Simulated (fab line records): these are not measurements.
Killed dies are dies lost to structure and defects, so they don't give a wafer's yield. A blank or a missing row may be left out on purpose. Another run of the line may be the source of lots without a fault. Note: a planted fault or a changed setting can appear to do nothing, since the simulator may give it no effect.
Comparing a struck lot with a sound one || flow sky130 || 30 out of 708 route steps
Sound: the wafers L364.2, L364.3, L364.5. Struck: wafers L373.1, L373.4. (L373.6 of the same lot was not struck and is left out.) The cause comes at the end.
For every step that has rows: the tool of each side, followed by ch and its chambers, followed by its first start. Under that, the readings that differ: sound wafers || struck wafers || difference of the means || sigmas: that difference in standard deviations of wafers without a fault.
alike: readings whose means differ by less than 2 such deviations, and words and numbers that are the same on both sides. not compared: withheld readings, readings that some wafer has no value for, bounds like >300 that may hide the same value, and numbers for which the record gives no deviation and whose values overlap.
A row with sigmas, a row that says differs or no value, or rows on one side alone: a step with any of these is where the two part. Numbers that have no deviation but don't overlap get no sigmas and don't part them. A reading missing from all wafers of one side parts the sides only when that side holds two or more wafers.

first, 2 steps without rows for these wafers: SKY_METAL3_PEB_11; SKY_METAL3_DEVELOP_12 (develop time 60 s).
SKY_METAL3_CD_MEAS_13: the cd target is 300 nm.
  sound on cd sem-02, day 38 05:13; struck on cd sem-01, day 41 07:07
  alike: cd nm
SKY_METAL3_OVL_MEAS_14:
  sound on overlay-02, day 38 05:20; struck on overlay-02, day 41 07:14
  alike: METAL3_OVL
then, 1 step without rows for these wafers: SKY_METAL3_DESCUM_15 (chemistry O2, time 8 s).
SKY_METAL3_ETCH_16: etches BARC in N2/H2, stops on SiO2, time 88.2 s, target depth 60 nm.
  sound on rie metal-03 ch 0,1, day 38 05:23; struck on rie metal-03 ch 0,1, day 41 07:19
  alike: drypump motor current A, oes product au, throttle valve pct
  not compared: rf hours counter h
SKY_METAL3_ETCH_17: etches SiO2 in C4F8/O2/Ar, stops on TiN, time 3.9 s, target depth 15 nm.
  sound on rie diel-04 ch 2,3, day 38 05:29; struck on rie diel-03 ch 1,3, day 41 07:25
  alike: oes product au
  not compared: rf hours counter h
SKY_METAL3_METAL_ETCH_18: etches the open film in Cl2/BCl3, stops on SiO2, target depth 845 nm, time 183.1 s.
  sound on rie metal-01 ch 0,1, day 38 05:31; struck on rie metal-04 ch 1, day 41 07:25
{"reading": "drypump motor current A (A)", "sound": "6.4 5.8 6.4", "struck": "5.0 5.0", "difference": -1.2, "sigmas": -3}
  alike: oes product au, throttle valve pct
  not compared: rf hours counter h
SKY_METAL3_STRIP_19: strips in O2/N2.
  sound on plasma asher-01 ch 0, day 38 05:41; struck on plasma asher-01 ch 0,1, day 41 07:36
  alike: drypump motor current A, oes product au, strip time to endpoint s
  not compared: rf hours counter h
then, 3 steps without rows for these wafers: SKY_METAL3_STRIP_20 (strips in post etch residue remover, time 1200 s); SKY_METAL3_CLEAN_21 (cleans in IPA, time 180 s); SKY_METAL3_CLEAN_22 (cleans in O3/DIW).
SKY_VIA3_HDPCVD_00: deposits SiO2, target thk 1635 nm, time 272.5 s.
  sound on hdpcvd-01 ch 0,1, day 38 06:17; struck on hdpcvd-02 ch 1,2, day 41 08:14
SKY_VIA3_THK_MEAS_01:
  sound on film metro-04, day 38 06:28; struck on film metro-03, day 41 08:25
{"reading": "VIA3_HDPCVD_THK (nm)", "sound": "1658 1648 1653", "struck": "1311 1325", "difference": -335, "sigmas": -20}
then, 1 step without rows for these wafers: SKY_VIA3_CMP_02 (polishes SiO2).
SKY_VIA3_BOW_MEAS_03:
  sound on film metro-04, day 38 06:50; struck on film metro-04, day 41 08:46
  alike: VIA3_BOW
then, 8 steps without rows for these wafers: SKY_VIA3_DEHYDRATE_04 (time 60 s); SKY_VIA3_HMDS_05 (prime time 60 s); SKY_VIA3_COAT_06 (resist thk 60 nm); SKY_VIA3_COAT_07 (resist thk 450 nm); SKY_VIA3_SOFTBAKE_08 (time 90 s); SKY_VIA3_EXPOSE_09 (exposes mask VIM3, target cd 200 nm); SKY_VIA3_PEB_10; SKY_VIA3_DEVELOP_11 (develop time 60 s).
SKY_VIA3_CD_MEAS_12: the cd target is 200 nm.
  sound on cd sem-02, day 39 09:43; struck on cd sem-02, day 42 08:31
  alike: cd nm
SKY_VIA3_OVL_MEAS_13:
  sound on overlay-01, day 39 09:50; struck on overlay-02, day 42 08:38
  alike: VIA3_OVL
then, 1 step without rows for these wafers: SKY_VIA3_ETCH_14 (etches BARC in N2/H2, stops on SiO2, time 45.9 s, target depth 60 nm).
SKY_VIA3_ETCH_15: etches SiO2 in C4F8/O2/Ar, stops on TiN, target depth 507 nm, time 78 s.
  sound on rie diel-03 ch 1,3, day 39 09:54; struck on rie diel-03 ch 1,2, day 42 08:43
{"reading": "oes product au (a.u.)", "sound": "0.941 0.948 0.950", "struck": "0.725 0.716", "difference": -0.226, "sigmas": -46}
SKY_VIA3_STRIP_16: strips in O2/N2.
  sound on plasma asher-01 ch 1, day 39 09:58; struck on plasma asher-03 ch 0,1, day 42 08:47
  alike: drypump motor current A, oes product au, strip time to endpoint s
  not compared: rf hours counter h
-- the record jumps here: 6 days lie between the struck wafers' starts before and after (it left off in module VIA3 and takes up again in module PAD_OPEN, whose first step shown is number 708 of the route) --
SKY_PAD_OPEN_PROBE_99:
  sound on prober-01, day 45 17:02; struck on prober-02, day 48 00:39
{"reading": "defect limited yield (%)", "sound": "79.3 81.7 77.8", "struck": "62.2 56.9", "difference": -20.0, "sigmas": -11}
{"reading": "killed_at_M0_to_M3", "sound": "54 50 58", "struck": "145 160", "difference": "+98", "sigmas": "+13"}
{"reading": "killed dies", "sound": "102 90 109", "struck": "186 212", "difference": "+99", "sigmas": "+11"}
{"reading": "killed on rim", "sound": "22 24 25", "struck": "95 93", "difference": "+70", "sigmas": "+18"}
{"reading": "sort_bin_3_pad_short (%)", "sound": "1.2 0.8 0.4", "struck": "23.2 23.4", "difference": "+22.5", "sigmas": "+49"}
{"reading": "sort n pass", "sound": "390 402 383", "struck": "306 280", "difference": -99, "sigmas": -11}
{"reading": "sort yield pct (%)", "sound": "79.3 81.7 77.8", "struck": "62.2 56.9", "difference": -20.0, "sigmas": -11}
{"reading": "model.etest.tester.sort n pass", "sound": "390 402 383", "struck": "306 280", "difference": -99, "sigmas": ""}
{"reading": "model.etest.tester.sort_bin_3_pct (%)", "sound": "1.22 0.813 0.4065", "struck": "23.17 23.37", "difference": "+22.46", "sigmas": ""}
{"reading": "model.etest.tester.sort yield pct (%)", "sound": "79.27 81.71 77.85", "struck": "62.2 56.91", "difference": -20.1, "sigmas": ""}
  alike: killed_at_M4_up, killed at contacts, killed at front end, killed at other, killed open, killed short, sort_bin_5_function, sort_bin_6_memory

## WHERE THEY PART
Earliest at SKY_METAL3_METAL_ETCH_18; latest, in this record, at SKY_PAD_OPEN_PROBE_99.

WHY: the cause the simulator had injected
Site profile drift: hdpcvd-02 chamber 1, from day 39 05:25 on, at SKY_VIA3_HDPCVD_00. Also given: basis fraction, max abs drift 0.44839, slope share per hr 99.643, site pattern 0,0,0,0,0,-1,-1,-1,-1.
